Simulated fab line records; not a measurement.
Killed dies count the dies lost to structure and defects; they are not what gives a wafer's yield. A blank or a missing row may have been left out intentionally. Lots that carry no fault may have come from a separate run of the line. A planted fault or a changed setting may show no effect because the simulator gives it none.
Struck lot and sound lot, side by side ; flow gf180mcu ; 14 out of 602 route steps
Sound: the wafers L720.3, L720.4, L720.5. Wafers L723.3, L723.4, L723.6 were the ones struck. The cause is given at the end.
Order at every step that has rows: each side's tool, ch and its chambers, its first start. Under that, the readings that differ: sound wafers ; struck wafers ; difference of the means ; sigmas: that difference in standard deviations of wafers without a fault.
alike: readings whose means differ by less than 2 such deviations, and words and numbers that are the same on both sides. not compared: withheld readings, readings that some wafer has no value for, bounds like >300 that may hide the same value, and numbers for which the record gives no deviation and whose values overlap.
The two part at a step that has a row with sigmas, a row that says differs or no value, or rows on one side only. Numbers that don't overlap but have no deviation are shown without sigmas and don't part them. A reading that every wafer of one side lacks parts them only if that side has two wafers or more.

GF_STI_BOW_MEAS_00:
  struck on filmMetro-01, day 3 12:02; sound on filmMetro-03, day 2 21:04
  alike: INCOMING_BOW
then, 1 step without rows for these wafers: GF_STI_OXIDATION_01 (stabilise 600 s, purge 300 s, target thk 10 nm).
GF_STI_THK_MEAS_02:
  struck on filmMetro-04, day 3 14:10; sound on filmMetro-01, day 2 22:34
  alike: STI_OXIDATION_THK
then, 1 step without rows for these wafers: GF_STI_CVD_03 (deposits Si3N4 from DCS/NH3, target thk 207.16 nm, time 3551 s).
GF_STI_THK_MEAS_04:
  struck on filmMetro-03, day 3 16:13; sound on filmMetro-01, day 3 00:36
  alike: STI_CVD_03_THK
then, 5 steps without rows for these wafers: GF_STI_DEHYDRATE_05 (time 60 s); GF_STI_HMDS_06 (prime time 60 s); GF_STI_COAT_07 (resist thk 700 nm); GF_STI_SOFTBAKE_08 (time 60 s); GF_STI_EXPOSE_09 (exposes mask COMP, target cd 220 nm).
GF_STI_PEB_10: peb time 91.46 s.
  sound on lithoTrack-02 ch 0; struck on lithoTrack-02 ch 0
  alike: plateSensorTCentreC, plateSensorTEdgeC
GF_STI_DEVELOP_11: develop time 60 s.
  sound on lithoTrack-02 ch 0, day 3 12:47; struck on lithoTrack-02 ch 0, day 4 05:20
reading;sound;struck;difference;sigmas
developerTempC (C);21.05 21.17 21.06;21.75 21.51 21.75;+0.58;+5
GF_STI_CD_MEAS_12 targets a cd of 220 nm.
  struck on cdSem-01, day 4 05:28; sound on cdSem-01, day 3 12:55
reading;sound;struck;difference;sigmas
cdNm (nm);221.0 221.7 220.3;218.0 218.0 218.6;-2.8;-2
-- the record jumps here: 28 days lie between the struck wafers' starts before and after (it left off in module STI and takes up again in module PASSIVATION, whose first step shown is number 602 of the route) --
GF_PASSIVATION_PROBE_99:
  the record has rows for the struck wafers here (prober-02, day 31 22:01) and none for the sound ones

## WHERE THEY PART
Last at GF_PASSIVATION_PROBE_99 as far as this record goes, first at GF_STI_DEVELOP_11.

WHY: what the simulator had put in
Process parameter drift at GF_STI_DEVELOP_11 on lithoTrack-02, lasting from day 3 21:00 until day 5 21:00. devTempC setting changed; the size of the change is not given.
